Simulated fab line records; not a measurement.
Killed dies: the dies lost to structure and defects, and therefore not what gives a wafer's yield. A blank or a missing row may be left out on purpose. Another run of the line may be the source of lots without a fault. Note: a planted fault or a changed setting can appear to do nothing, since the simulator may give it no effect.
Problem report in the 8D (eight disciplines) form, filled by code | flow sky130 | the parts of the form that need people (team, actions taken, sign-off) are left out

== 1. PROBLEM STATEMENT ==
beamEnergyKeV at SKY_LDD_HVP_IMPLANT_08 reads a mean of 16.703 on 6 wafers of 2 lots; wafers without a fault read 20.000 with a standard deviation of 0.0057. That is -99 or more standard deviations from the usual mean.
The first sign was on wafer L995.1 at day 25 00:59, on implanter-02. The record has a number at this step for 39 wafers belonging to 13 lots. Rule for "out" (also "out of limits"): further than 4 standard deviations from the usual mean. The rest of the wafers with a number are treated as sound.

== 2. WHAT IT IS, AND WHAT IT ISN'T ==
question                    | is                     | is not
which readings at this step | beamEnergyKeV          | tiltDeg
which lots                  | L995, L998             | L101, L102, L103, L105, L106, L107, L108, L109, L986, L987, L999
which wafers of those lots  | all that have a number | -
read on which tools         | implanter-02           | implanter-01, implanter-04
when                        | from day 25 00:59      | up to then (6 sound wafers); but 27 sound wafers of L101, L102, L103, L105, L106, L107, L108, L109, L999 came after

== 3. SUSPECTS, AND WHAT RULES EACH OUT ==
Counting: a tool at a process step up to the reading stays a suspect if it ran every lot that is out and no sound lot after the first of them.
- implanter-02 at SKY_LDD_HVP_IMPLANT_08: ruled out as a lasting fault. Following L995 (day 25 00:59), the first lot on it that is out, the sound lots L108, L109 were run on it.
Left after counting: nothing in the record.

== 4. THE CAUSE (what the simulator had put in) ==
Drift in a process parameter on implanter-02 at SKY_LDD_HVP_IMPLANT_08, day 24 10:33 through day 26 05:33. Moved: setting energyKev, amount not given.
Counting ruled it out, wrongly.

== 5. THE CHAIN OF EFFECTS, in route order ==
Rows list readings where the struck wafers' mean (over those with a number) sits beyond 3 standard deviations from the usual. Only readings whose record carries a usual standard deviation are examined. hours: median over the lots of the time between each lot's start at the first step of this table that gives one and its start at this step. sigmas: the change, counted in usual standard deviations.
hours | step                   | reading       | usual  | on struck wafers | change | sigmas
0     | SKY_LDD_HVP_IMPLANT_08 | beamEnergyKeV | 20.000 | 16.703           | -3.297 | -99 or more
It contains these process steps:
- SKY_LDD_HVP_IMPLANT_08
Later measuring or inspecting steps at which every struck wafer that the step has a row for has a number for every such reading, and none has moved that far: SKY_LDD_HVP_TW_MEAS_10.

== 6. HOW IT WOULD HAVE BEEN CAUGHT EARLIER ==
14 hours passed between the start of the fault at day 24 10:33 and the first reading out of limits in this record, taken at day 25 00:59.
